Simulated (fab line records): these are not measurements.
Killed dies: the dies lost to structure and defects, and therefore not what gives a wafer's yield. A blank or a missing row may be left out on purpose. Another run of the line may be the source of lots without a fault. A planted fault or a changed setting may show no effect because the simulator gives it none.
fab line records    flow sky130
[record] lots = 5  wafers = 15  lastDay = 49
route steps=708 shown VT_ADJUST_HVTR@133 VT_ADJUST_PCH@143
lots with no fault: from the same line, run without faults
startH: hours from the record's opening day to when the first of the lot's shown wafers began    waitH: how many hours have passed since the lot's step before this one    " the same as in the row above    L1.1+2: a row that stands for several wafers    - either no value or no given start    * or withheld: withheld    < > ~ a bound
route shown NAME@n: a module of which the file shows steps, and the number in the route of the first    usual: mean/standard deviation taken from wafers without a fault    same: alike in all rows    chamber/n: place in a boat    sites: the reading at each site    _std_site: the standard deviation of these    _edge_site: the outer-site mean with the inner-site mean subtracted    radiusMm: for every site, how far away it sits from the centre of the wafer    mask NAME#n: copy n    behind: tool/chamber where the wafer was last shaped    hold: reason for holding the lot/hours on hold/outcome of the hold    device: the transistor (n, p or np) that didn't switch    end of line: tests of these same wafers at the route's end    a step without rows: its recipe alone    killed: at the first sort, the dies lost to defects and structure; wafer yield is something else    map: a wafer's dies, marking killed ones x, the rest . and places with no die _
set.NAME: the setting as run; set.NAME@STEP: as run at that earlier step    model.NAME: the simulator's own value behind a step, which no gauge read
a table for each step, a row for each wafer; lots at some steps of the route
services: when a tool's chamber went out of use (startH, in hours from the record's first day, below 0 if earlier), for how many hours, and the reason
[[steps]]
[step SKY_VT_ADJUST_HVTR_COAT_02]
[recipe] resist = NOVOLAK  spinRpm = 3000  resistThkNm = 1140
lot.wafer   tool           chamber  startH  waitH
L079.1+3+5  lithoTrack-01  0        228.57  0.1
L080.1+2+5  lithoTrack-04  0        235.10  0.1
L083.3+5+6  lithoTrack-02  0        256.57  0.1
L087.1+3+5  lithoTrack-01  0        293.41  0.1
L092.1+3+6  lithoTrack-04  0        324.89  0.1
[step SKY_VT_ADJUST_HVTR_SOFTBAKE_03]
[recipe] tempC = 90  timeS = 60  resist = NOVOLAK
lot.wafer   tool           chamber  startH  waitH
L079.1+3+5  lithoTrack-01  0        228.72  0.1
L080.1+2+5  lithoTrack-04  0        235.25  0.1
L083.3+5+6  lithoTrack-02  0        256.72  0.1
L087.1+3+5  lithoTrack-01  0        293.56  0.1
L092.1+3+6  lithoTrack-04  0        325.04  0.1
[step SKY_VT_ADJUST_HVTR_EXPOSE_04]
[recipe] maskId = HVTRM  targetCdNm = 380  na = 0.6  sourceShape = conventional  sigmaOuter = 0.6  doseMj = 150
lot.wafer   tool             chamber  startH  waitH  mask
L079.1+3+5  ilineStepper-02  0        -       -      HVTRM#0
L080.1+2+5  ilineStepper-01  0        -       -      HVTRM#0
L083.3+5+6  ilineStepper-01  0        -       -      HVTRM#0
L087.1+3+5  ilineStepper-02  0        -       -      HVTRM#0
L092.1+3+6  ilineStepper-02  0        -       -      HVTRM#0
[step SKY_VT_ADJUST_HVTR_PEB_05]
[recipe] tempC = withheld  timeS = *  resist = NOVOLAK
lot.wafer   tool           chamber  startH  waitH
L079.1+3+5  lithoTrack-04  0        -       -
L080.1+2+5  lithoTrack-04  0        -       -
L083.3+5+6  lithoTrack-04  0        -       -
L087.1+3+5  lithoTrack-01  0        -       -
L092.1+3+6  lithoTrack-02  0        -       -
[step SKY_VT_ADJUST_HVTR_DEVELOP_06]
[recipe] developTimeS = 60  devTempC = 23
lot.wafer   tool           chamber  startH  waitH
L079.1+3+5  lithoTrack-04  0        239.85  0.1
L080.1+2+5  lithoTrack-04  0        246.55  0.1
L083.3+5+6  lithoTrack-04  0        268.95  0.1
L087.1+3+5  lithoTrack-01  0        305.81  0.1
L092.1+3+6  lithoTrack-02  0        338.02  0.1
[step SKY_VT_ADJUST_HVTR_CD_MEAS_07]
[recipe] targetCdNm = 380
[usual] cdNm = 380/3
lot.wafer  tool      chamber  startH  waitH  cdNm
L079.1     cdSem-02  -        240.00  0.1    379
L079.3     "         -        "       "      379
L079.5     "         -        "       "      377
L080.1     cdSem-02  -        246.70  0.1    377
L080.2     "         -        "       "      377
L080.5     "         -        "       "      378
L083.3     cdSem-01  -        269.09  0.1    377
L083.5     "         -        "       "      380
L083.6     "         -        "       "      378
L087.1     cdSem-01  -        305.96  0.1    379
L087.3     "         -        "       "      380
L087.5     "         -        "       "      380
L092.1     cdSem-02  -        338.17  0.1    384
L092.3     "         -        "       "      385
L092.6     "         -        "       "      384
[step SKY_VT_ADJUST_HVTR_OVL_MEAS_08]
[usual] VT_ADJUST_HVTR_OVL = -1.5/1.4
lot.wafer  tool        chamber  startH  waitH  VT_ADJUST_HVTR_OVL[nm]
L079.1     overlay-01  -        240.12  0.1    1.3
L079.3     "           -        "       "      0.2
L079.5     "           -        "       "      -2.0
L080.1     overlay-02  -        246.82  0.1    -3.1
L080.2     "           -        "       "      -3.7
L080.5     "           -        "       "      -2.4
L083.3     overlay-01  -        269.18  0.1    -0.8
L083.5     "           -        "       "      -0.8
L083.6     "           -        "       "      -1.0
L087.1     overlay-02  -        306.08  0.1    -3.0
L087.3     "           -        "       "      -5.2
L087.5     "           -        "       "      -4.1
L092.1     overlay-02  -        338.29  0.1    -1.0
L092.3     "           -        "       "      -2.0
L092.6     "           -        "       "      -1.5
[step SKY_VT_ADJUST_HVTR_IMPLANT_09]
[recipe] species = B  energyKev = 10  doseCm2 = 2.1e+12  tiltDeg = withheld
lot.wafer   tool          chamber  startH  waitH
L079.1+3+5  implanter-03  0        240.15  0.0
L080.1+2+5  implanter-03  0        246.85  0.0
L083.3+5+6  implanter-04  0        269.25  0.1
L087.1+3+5  implanter-02  0        306.12  0.0
L092.1+3+6  implanter-04  0        338.33  0.0
[step SKY_VT_ADJUST_HVTR_STRIP_10]
[recipe] chemistry = O2/N2  powerW = 1400  pressureMtorr = 1500  platenTempC = withheld  o2FlowSccm = 3000  n2FlowSccm = 300  overashFraction = 0.5
[usual] drypumpMotorCurrentA = 5.55/0.22  oesProductAu = 0.716/0.0044  stripTimeToEndpointS = 14.18/0.042
lot.wafer  tool            chamber  startH  waitH  drypumpMotorCurrentA  oesProductAu  rfHoursCounterH  stripTimeToEndpointS
L079.1     plasmaAsher-03  1        240.30  0.1    5.16                  0.714         12               14.10
L079.3     "               0        "       "      5.43                  0.715         -                14.15
L079.5     "               1        "       "      5.15                  0.714         -                14.15
L080.1     plasmaAsher-04  1        247.00  0.1    5.77                  0.712         51               14.18
L080.2     "               0        "       "      5.81                  0.718         51               14.21
L080.5     "               0        "       "      5.81                  0.719         -                14.15
L083.3     plasmaAsher-04  0        269.38  0.1    5.81                  0.722         -                14.23
L083.5     "               1        "       "      5.76                  0.715         -                14.24
L083.6     "               0        "       "      5.81                  0.714         -                14.24
L087.1     plasmaAsher-02  1        306.27  0.1    5.52                  0.716         64               14.19
L087.3     "               0        "       "      5.62                  0.717         -                14.18
L087.5     "               0        "       "      5.63                  0.722         -                14.19
L092.1     plasmaAsher-02  0        338.48  0.1    5.65                  0.712         67               14.12
L092.3     "               0        "       "      5.63                  0.715         -                14.15
L092.6     "               1        "       "      5.53                  0.722         -                14.13
[step SKY_VT_ADJUST_HVTR_TW_MEAS_11]
[usual] VT_ADJUST_HVTR_TW = 210.9/1
lot.wafer  tool          chamber  startH  waitH  VT_ADJUST_HVTR_TW
L079.1     filmMetro-02  -        240.40  0.1    210.5
L079.3     "             -        "       "      208.4
L079.5     "             -        "       "      210.2
L080.1     filmMetro-02  -        247.10  0.1    209.2
L080.2     "             -        "       "      210.4
L080.5     "             -        "       "      209.5
L083.3     filmMetro-04  -        269.47  0.1    210.6
L083.5     "             -        "       "      209.5
L083.6     "             -        "       "      210.0
L087.1     filmMetro-03  -        306.37  0.1    209.8
L087.3     "             -        "       "      211.0
L087.5     "             -        "       "      212.4
L092.1     filmMetro-03  -        338.58  0.1    212.4
L092.3     "             -        "       "      212.4
L092.6     "             -        "       "      209.6
[step SKY_VT_ADJUST_PCH_DEHYDRATE_00]
[recipe] tempC = 200  timeS = 60
lot.wafer   tool           chamber  startH  waitH
L079.1+3+5  lithoTrack-04  0        251.85  11.4
L080.1+2+5  lithoTrack-02  0        258.77  11.7
L083.3+5+6  lithoTrack-02  0        281.07  11.6
L087.1+3+5  lithoTrack-02  0        318.52  12.1
L092.1+3+6  lithoTrack-03  0        351.82  13.2
[step SKY_VT_ADJUST_PCH_HMDS_01]
[recipe] primeTimeS = 60  primeTempC = 120
lot.wafer   tool           chamber  startH  waitH
L079.1+3+5  lithoTrack-04  0        252.00  0.1
L080.1+2+5  lithoTrack-02  0        258.92  0.1
L083.3+5+6  lithoTrack-02  0        281.22  0.1
L087.1+3+5  lithoTrack-02  0        318.67  0.1
L092.1+3+6  lithoTrack-03  0        351.97  0.1
[step SKY_VT_ADJUST_PCH_COAT_02]
[recipe] spinRpm = 2000  resistThkNm = 3000
lot.wafer   tool           chamber  startH  waitH
L079.1+3+5  lithoTrack-04  0        252.15  0.1
L080.1+2+5  lithoTrack-02  0        259.07  0.1
L083.3+5+6  lithoTrack-02  0        281.37  0.1
L087.1+3+5  lithoTrack-02  0        318.82  0.1
L092.1+3+6  lithoTrack-03  0        352.12  0.1
[step SKY_VT_ADJUST_PCH_SOFTBAKE_03]
[recipe] tempC = 110  timeS = withheld
lot.wafer   tool           chamber  startH  waitH
L079.1+3+5  lithoTrack-04  0        252.30  0.1
L080.1+2+5  lithoTrack-02  0        259.22  0.1
L083.3+5+6  lithoTrack-02  0        281.54  0.1
L087.1+3+5  lithoTrack-02  0        318.97  0.1
L092.1+3+6  lithoTrack-03  0        352.27  0.1
[step SKY_VT_ADJUST_PCH_EXPOSE_04]
[recipe] maskId = NWM  na = 0.6  sourceShape = conventional  sigmaOuter = 0.6  polarization = unpolarized  targetCdNm = 840  doseMj = 255
lot.wafer   tool             chamber  startH  waitH  mask
L079.1+3+5  ilineStepper-01  0        -       -      NWM#0
L080.1+2+5  ilineStepper-02  0        -       -      NWM#0
L083.3+5+6  ilineStepper-02  0        -       -      NWM#0
L087.1+3+5  ilineStepper-02  0        -       -      NWM#0
L092.1+3+6  ilineStepper-02  0        -       -      NWM#0
[[services]]
tool             chamber  startH  hours  kind
plasmaAsher-02   -        228.71  2.8    pm
implanter-03     -        237.67  2.4    repair
implanter-02     -        237.84  0.8    repair
implanter-04     -        241.29  2.0    repair
plasmaAsher-04   -        245.45  0.6    repair
implanter-03     -        263.22  4.8    pm
ilineStepper-01  -        284.43  1.7    pm
implanter-03     -        295.31  1.1    repair
ilineStepper-02  -        302.32  10.5   repair
implanter-03     -        311.39  3.4    repair
plasmaAsher-03   -        320.34  0.4    repair
ilineStepper-01  -        324.65  2.1    pm
ilineStepper-01  -        326.73  -      consumableReplace:lamp
ilineStepper-01  -        340.97  12.9   repair
ilineStepper-02  -        347.02  4.3    repair
implanter-02     -        349.16  4.8    repair
implanter-04     -        349.81  2.0    repair
[[key]]
fault none
